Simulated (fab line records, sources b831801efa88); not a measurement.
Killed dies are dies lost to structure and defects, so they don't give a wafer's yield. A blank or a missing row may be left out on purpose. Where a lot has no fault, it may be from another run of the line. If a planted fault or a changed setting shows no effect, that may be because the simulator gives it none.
The tool behind it: which one?	flow gf180mcu	13 lots with 39 wafers sampled at 3 steps, on a route of 602 steps

## WHAT THE GAUGES READ, wafer by wafer
GF_STI_BOW_MEAS_00. Usual: INCOMING_BOW -1 um, standard deviation 6.
lot	measured	on	INCOMING_BOW (um)	flag
L264	day 1 10:04	film_metro-04	7 -4 8	
L265	day 1 15:01	film_metro-01	4 -3 -4	
L266	day 1 20:00	film_metro-01	-8 -7 2	
L267	day 2 01:00	film_metro-02	6 -2 -5	
L268	day 2 06:00	film_metro-04	1 -19 11	
L271	day 2 21:00	film_metro-02	-1 6 11	
L272	day 3 02:00	film_metro-02	-1 -2 -3	
L278	day 4 08:01	film_metro-04	-1 -1 -3	
L283	day 5 09:01	film_metro-01	0 8 -8	
L284	day 5 14:04	film_metro-02	5 2 7	
L285	day 5 19:02	film_metro-02	7 -2 0	
L286	day 6 00:00	film_metro-01	8 10 4	
L287	day 6 05:01	film_metro-01	0 -8 -2	

GF_LVPWELL_OVL_MEAS_07. Usual: LVPWELL_OVL 1.1 nm, standard deviation 1.3.
lot	measured	on	LVPWELL_OVL (nm)	flag
L264	day 3 21:01	overlay-01	0.3 1.6 2.3	
L265	day 4 00:58	overlay-01	-0.1 0.0 0.8	
L266	day 4 08:03	overlay-02	-0.7 -0.7 -1.8	
L267	day 4 15:21	overlay-01	0.7 -0.7 0.0	
L268	day 4 18:00	overlay-01	2.4 3.6 0.7	
L271	day 5 10:54	overlay-01	2.4 1.4 3.7	
L272	day 5 16:51	overlay-01	1.2 1.8 0.4	
L278	day 7 01:54	overlay-01	2.9 3.0 0.8	
L283	day 8 09:04	overlay-01	0.1 0.6 0.0	
L284	day 8 15:22	overlay-02	1.5 0.5 0.7	
L285	day 8 20:46	overlay-01	2.0 1.8 2.6	
L286	day 9 00:51	overlay-02	1.4 1.3 2.3	
L287	day 9 04:39	overlay-01	2.5 -0.6 2.2	

GF_LVPWELL_TW_MEAS_11. Usual: LVPWELL_TW 554, standard deviation 7.1.
lot	measured	on	LVPWELL_TW	flag
L264	day 3 21:28	film_metro-03	549 549 552	
L265	day 4 01:24	film_metro-03	547 546 550	
L266	day 4 08:29	film_metro-04	565 564 562	
L267	day 4 15:47	film_metro-03	549 547 550	
L268	day 4 18:26	film_metro-03	547 546 547	
L271	day 5 11:20	film_metro-03	547 547 547	
L272	day 5 17:17	film_metro-04	557 562 562	
L278	day 7 02:20	film_metro-01	564 561 562	
L283	day 8 09:30	film_metro-03	550 550 547	
L284	day 8 15:49	film_metro-01	558 555 559	
L285	day 8 21:12	film_metro-03	549 549 550	
L286	day 9 01:17	film_metro-03	542 541 543	
L287	day 9 05:05	film_metro-01	556 557 555	

## TOOL THAT RAN EACH LOT (tool first, then ch and the chambers of the sampled wafers, then the start)
No process step before these readings appears in the record.

## AS READ BY THE TOOLS THEMSELVES (means over the sampled wafers that have a number; for cases with no such wafer, the mark the record gives instead)
The record holds no such reading with a usual standard deviation.

## THE ANSWER, worked out from the rows above alone
Rule: take the mean of a lot's wafers that have a number; if it is more than 3 standard deviations from the usual mean, the lot is off. A lot without any number at a reading at which 4 lots or more have one is off too. Any other lot the step has rows for is counted as sound. The gauges are gone through in route order, then the tools' own readings, and for those a lot's mean is taken as printed above. The first step at which some lot is off is used, and at that step the reading that is off furthest; a lot without a number counts as furthest.
No lot is off on any of the readings shown, so nothing can be concluded from this.

## WHAT HAD BEEN PUT IN BY THE SIMULATOR
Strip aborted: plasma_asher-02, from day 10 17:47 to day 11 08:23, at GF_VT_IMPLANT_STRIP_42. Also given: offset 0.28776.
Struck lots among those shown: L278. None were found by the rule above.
